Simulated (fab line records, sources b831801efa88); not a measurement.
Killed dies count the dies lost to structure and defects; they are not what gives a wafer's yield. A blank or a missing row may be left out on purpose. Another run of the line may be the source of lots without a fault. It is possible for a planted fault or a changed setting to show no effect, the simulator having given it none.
Check for tools in common :: flow gf180mcu :: Sample size 14 lots and 42 wafers

== WHY THIS WAS OPENED ==
At GF_NSD_TW_MEAS_12 the reading NSD_TW is flagged on 2 of 14 lots. Wafers without a fault read 4243, standard deviation 44.
Rule: flag the lot when none of its wafers has a number, or when each of its wafers that has one lies beyond 4 standard deviations from that mean. As for the other lots, they are considered sound.

lot: L900
measured: day 13 10:17
on: film-metro-04
NSD_TW, wafer by wafer: 4235 4238 4236
flag: 

lot: L902
measured: day 14 00:53
on: film-metro-01
NSD_TW, wafer by wafer: 4274 4282 4285
flag: 

lot: L901
measured: day 14 05:44
on: film-metro-03
NSD_TW, wafer by wafer: 4200 4206 4199
flag: 

lot: L904
measured: day 14 22:33
on: film-metro-04
NSD_TW, wafer by wafer: 4234 4251 4271
flag: 

lot: L905
measured: day 15 02:17
on: film-metro-01
NSD_TW, wafer by wafer: 4299 4313 4294
flag: 

lot: L906
measured: day 15 18:19
on: film-metro-04
NSD_TW, wafer by wafer: 4254 4244 4224
flag: 

lot: L909
measured: day 16 11:39
on: film-metro-03
NSD_TW, wafer by wafer: 4195 4201 4194
flag: 

lot: L910
measured: day 17 02:19
on: film-metro-01
NSD_TW, wafer by wafer: 4290 4314 4278
flag: 

lot: L911
measured: day 17 13:05
on: film-metro-04
NSD_TW, wafer by wafer: 4254 4239 4251
flag: 

lot: L912
measured: day 17 15:22
on: film-metro-03
NSD_TW, wafer by wafer: 4166 4183 4172
flag: 

lot: L913
measured: day 18 00:16
on: film-metro-04
NSD_TW, wafer by wafer: 4240 4235 4217
flag: 

lot: L920
measured: day 20 12:18
on: film-metro-03
NSD_TW, wafer by wafer: 30 30 30
flag: FLAGGED

lot: L922
measured: day 20 22:41
on: film-metro-01
NSD_TW, wafer by wafer: 30 30 30
flag: FLAGGED

lot: L923
measured: day 21 11:55
on: film-metro-01
NSD_TW, wafer by wafer: 4263 4275 4280
flag: 
The numbers of the flagged lots are 30 on average: -4213 against the usual, or -96 standard deviations.

== WHICH TOOL EACH LOT WENT THROUGH ==
Before the reading, the record contains 2 process steps out of a 602-step route. In each cell: the tool, then ch and the chambers that the sampled wafers went through, then the start.
lot: L900
flag: 
GF_HV_LDD_STRIP_37: plasma-asher-03 ch 0,1, day 11 15:49
GF_NSD_DEVELOP_06: litho-track-02 ch 0, day 13 09:35

lot: L902
flag: 
GF_HV_LDD_STRIP_37: plasma-asher-03 ch 0,1, day 12 05:58
GF_NSD_DEVELOP_06: litho-track-02 ch 0, day 14 00:11

lot: L901
flag: 
GF_HV_LDD_STRIP_37: plasma-asher-02 ch 0, day 12 09:58
GF_NSD_DEVELOP_06: litho-track-04 ch 0, day 14 05:02

lot: L904
flag: 
GF_HV_LDD_STRIP_37: plasma-asher-02 ch 0,1, day 13 00:25
GF_NSD_DEVELOP_06: litho-track-01 ch 0, day 14 21:51

lot: L905
flag: 
GF_HV_LDD_STRIP_37: plasma-asher-04 ch 0,1, day 13 05:23
GF_NSD_DEVELOP_06: litho-track-04 ch 0, day 15 01:35

lot: L906
flag: 
GF_HV_LDD_STRIP_37: plasma-asher-04 ch 0,1, day 13 19:57
GF_NSD_DEVELOP_06: litho-track-04 ch 0, day 15 17:37

lot: L909
flag: 
GF_HV_LDD_STRIP_37: plasma-asher-02 ch 0,1, day 14 13:04
GF_NSD_DEVELOP_06: litho-track-04 ch 0, day 16 10:59

lot: L910
flag: 
GF_HV_LDD_STRIP_37: plasma-asher-02 ch 0,1, day 15 02:43
GF_NSD_DEVELOP_06: litho-track-02 ch 0, day 17 01:40

lot: L911
flag: 
GF_HV_LDD_STRIP_37: plasma-asher-02 ch 0,1, day 15 12:35
GF_NSD_DEVELOP_06: litho-track-02 ch 0, day 17 12:23

lot: L912
flag: 
GF_HV_LDD_STRIP_37: plasma-asher-04 ch 0,1, day 15 13:31
GF_NSD_DEVELOP_06: litho-track-01 ch 0, day 17 14:42

lot: L913
flag: 
GF_HV_LDD_STRIP_37: plasma-asher-02 ch 0, day 15 23:09
GF_NSD_DEVELOP_06: litho-track-01 ch 0, day 17 23:33

lot: L920
flag: FLAGGED
GF_HV_LDD_STRIP_37: plasma-asher-03 ch 0,1, day 18 09:05
GF_NSD_DEVELOP_06: litho-track-02 ch 0, day 20 11:38

lot: L922
flag: FLAGGED
GF_HV_LDD_STRIP_37: plasma-asher-02 ch 0,1, day 18 18:38
GF_NSD_DEVELOP_06: litho-track-02 ch 0, day 20 21:59

lot: L923
flag: 
GF_HV_LDD_STRIP_37: plasma-asher-04 ch 0,1, day 19 07:16
GF_NSD_DEVELOP_06: litho-track-01 ch 0, day 21 11:14
These steps, and what they do:
- GF_HV_LDD_STRIP_37: strips in O2/N2.
- GF_NSD_DEVELOP_06: develop time 60 s.
- GF_NSD_TW_MEAS_12

== FLAGGED AGAINST TOTAL, ONE TOOL AT A TIME (gauges that did the reading follow at the end) ==
step: GF_HV_LDD_STRIP_37
tool: plasma-asher-02
lots run: 7
flagged: 1
share of the flagged lots: some
sound lots run after its first flagged lot: 0

step: GF_HV_LDD_STRIP_37
tool: plasma-asher-03
lots run: 3
flagged: 1
share of the flagged lots: some
sound lots run after its first flagged lot: 0

step: GF_HV_LDD_STRIP_37
tool: plasma-asher-04
lots run: 4
flagged: 0
share of the flagged lots: none
sound lots run after its first flagged lot: -

step: GF_NSD_DEVELOP_06
tool: litho-track-01
lots run: 4
flagged: 0
share of the flagged lots: none
sound lots run after its first flagged lot: -

step: GF_NSD_DEVELOP_06
tool: litho-track-02
lots run: 6
flagged: 2
share of the flagged lots: all
sound lots run after its first flagged lot: 0

step: GF_NSD_DEVELOP_06
tool: litho-track-04
lots run: 4
flagged: 0
share of the flagged lots: none
sound lots run after its first flagged lot: -

step: GF_NSD_TW_MEAS_12
tool: film-metro-01
lots run: 5
flagged: 1
share of the flagged lots: some
sound lots run after its first flagged lot: 1 (L923)

step: GF_NSD_TW_MEAS_12
tool: film-metro-03
lots run: 4
flagged: 1
share of the flagged lots: some
sound lots run after its first flagged lot: 0

step: GF_NSD_TW_MEAS_12
tool: film-metro-04
lots run: 5
flagged: 0
share of the flagged lots: none
sound lots run after its first flagged lot: -

== WHAT IS ALLOWED BY THE TABLE ==
1 row of the table ran every flagged lot: litho-track-02 at GF_NSD_DEVELOP_06.
- litho-track-02 at GF_NSD_DEVELOP_06 ran 6 lots, 2 of them flagged. Last sound lot L911 at day 17 12:23, first flagged lot L920 at day 20 11:38; a fault beginning in between fits.
Just one tool remains: litho-track-02 at GF_NSD_DEVELOP_06.

== WHAT WAS PUT IN BY THE SIMULATOR ==
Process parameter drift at GF_NSD_DEVELOP_06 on litho-track-02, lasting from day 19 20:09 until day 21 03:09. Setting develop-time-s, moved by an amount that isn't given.
Struck lots among those shown: L920, L922. Same finding as the rule above.
